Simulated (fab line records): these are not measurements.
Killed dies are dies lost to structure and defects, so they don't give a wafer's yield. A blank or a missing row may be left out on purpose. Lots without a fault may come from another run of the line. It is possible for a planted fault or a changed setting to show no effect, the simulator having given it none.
A struck lot beside a sound one ; flow sky130 ; 16 out of 708 route steps
Sound: wafers L143.1, L143.3, L143.4. Struck: wafer L152.2; the same lot's L152.6 was not struck, so it is left out; see the end for the cause.
Each step with rows lists, per side, the tool, then ch with its chambers, then its first start. Under that, the readings that differ: sound wafers ; struck wafers ; difference of the means ; sigmas: that difference in standard deviations of wafers without a fault.
alike: readings whose means differ by less than 2 such deviations, and words and numbers that are the same on both sides. not compared: withheld readings, readings that some wafer has no value for, bounds like >300 that may hide the same value, and numbers for which the record gives no deviation and whose values overlap.
Wherever a step has rows on one side only, a row that says differs or no value, or a row with sigmas, the two part there. When numbers do not overlap yet have no deviation, they are printed without sigmas and do not part them. Lack of a reading on every wafer of one side parts them only where that side has two or more wafers.

SKY_NWELL_RS_MEAS_29: uses a four-point probe to measure.
  sound on filmMetro-02 at day 5 22:36; struck on filmMetro-02 at day 7 22:31
  alike: NWELL_RS
SKY_NWELL_RS_MEAS_31: uses a four-point probe to measure.
  sound on filmMetro-02 at day 5 22:50; struck on filmMetro-02 at day 7 22:45
  alike: PWDE_RS
then, 7 steps without rows for these wafers: SKY_VT_ADJUST_HVTP_DEHYDRATE_00 (time 60 s); SKY_VT_ADJUST_HVTP_HMDS_01 (prime time 60 s); SKY_VT_ADJUST_HVTP_COAT_02 (resist thk 1140 nm); SKY_VT_ADJUST_HVTP_SOFTBAKE_03 (time 60 s); SKY_VT_ADJUST_HVTP_EXPOSE_04 (exposes mask HVTPM, target cd 380 nm); SKY_VT_ADJUST_HVTP_PEB_05; SKY_VT_ADJUST_HVTP_DEVELOP_06 (develop time 60 s).
SKY_VT_ADJUST_HVTP_CD_MEAS_07 targets a cd of 380 nm.
  sound on cdSem-02 at day 6 17:21; struck on cdSem-01 at day 8 18:58
  alike: cdNm
SKY_VT_ADJUST_HVTP_OVL_MEAS_08:
  sound on overlay-01 at day 6 17:28; struck on overlay-02 at day 8 19:05
  alike: VT_ADJUST_HVTP_OVL
SKY_VT_ADJUST_HVTP_IMPLANT_09:
  sound on implanter-02 ch 0, day 6 17:31; struck on implanter-03 ch 0, day 8 19:08
SKY_VT_ADJUST_HVTP_STRIP_10: strips in O2/N2.
  sound on plasmaAsher-03 ch 0,1, day 6 17:40; struck on plasmaAsher-02 ch 0, day 8 19:16
  alike: drypumpMotorCurrentA, oesProductAu, stripTimeToEndpointS
  not compared: rfHoursCounterH
SKY_VT_ADJUST_HVTP_TW_MEAS_11:
  sound on filmMetro-03 at day 6 17:46; struck on filmMetro-04 at day 8 19:22
reading;sound;struck;difference;sigmas
VT_ADJUST_HVTP_TW;1350 1352 1354;1279;-73;-6
then, 1 step without rows for these wafers: SKY_VT_ADJUST_LVTN_DEHYDRATE_00 (time 60 s).
-- the record jumps here: 40 days lie between the struck wafers' starts before and after (it left off in module VT_ADJUST_LVTN and takes up again in module PAD_OPEN, whose first step shown is number 708 of the route) --
SKY_PAD_OPEN_PROBE_99:
  sound on prober-02 at day 46 16:50; struck on prober-02 at day 48 13:10
reading;sound;struck;difference;sigmas
model.etest.tipP.rsOhmSq;7039 7002 6981;6077;-930;
model.etest.tipP.rsOhmSqRange;97.14 193.8 296.7;857.4;+661.5;
model.etest.tipP.rsOhmSqRimLessCentre;60.31 128.7 -17.41;386.5;+329.3;
model.etest.pfet_01v8.rOnOhmUm;3003 3026 2972;2628;-372;
model.etest.pfet_01v8.driveUaUm;185.2 181.7 184.8;228.2;+44.3;
model.etest.pfet_01v8_mvt.driveUaUm;144.6 142.9 146.3;191;+46;
model.etest.pfet_01v8.driveUaUmRange;10.04 9.291 10.15;44.86;+35.03;
model.etest.pfet_01v8_hvt.driveUaUm;137.1 134.5 137.6;163.9;+27.5;
  alike: killed_at_M0_to_M3, killed_at_M4_up, killedAtContacts, killedAtFrontEnd, killedAtOther, killedDies, killedOpen, killedShort

## WHERE THEY PART
Only at SKY_VT_ADJUST_HVTP_TW_MEAS_11, as far as this record shows. Later steps at which nothing parts them and some readings are alike: SKY_PAD_OPEN_PROBE_99.

WHY: whatever the simulator had introduced
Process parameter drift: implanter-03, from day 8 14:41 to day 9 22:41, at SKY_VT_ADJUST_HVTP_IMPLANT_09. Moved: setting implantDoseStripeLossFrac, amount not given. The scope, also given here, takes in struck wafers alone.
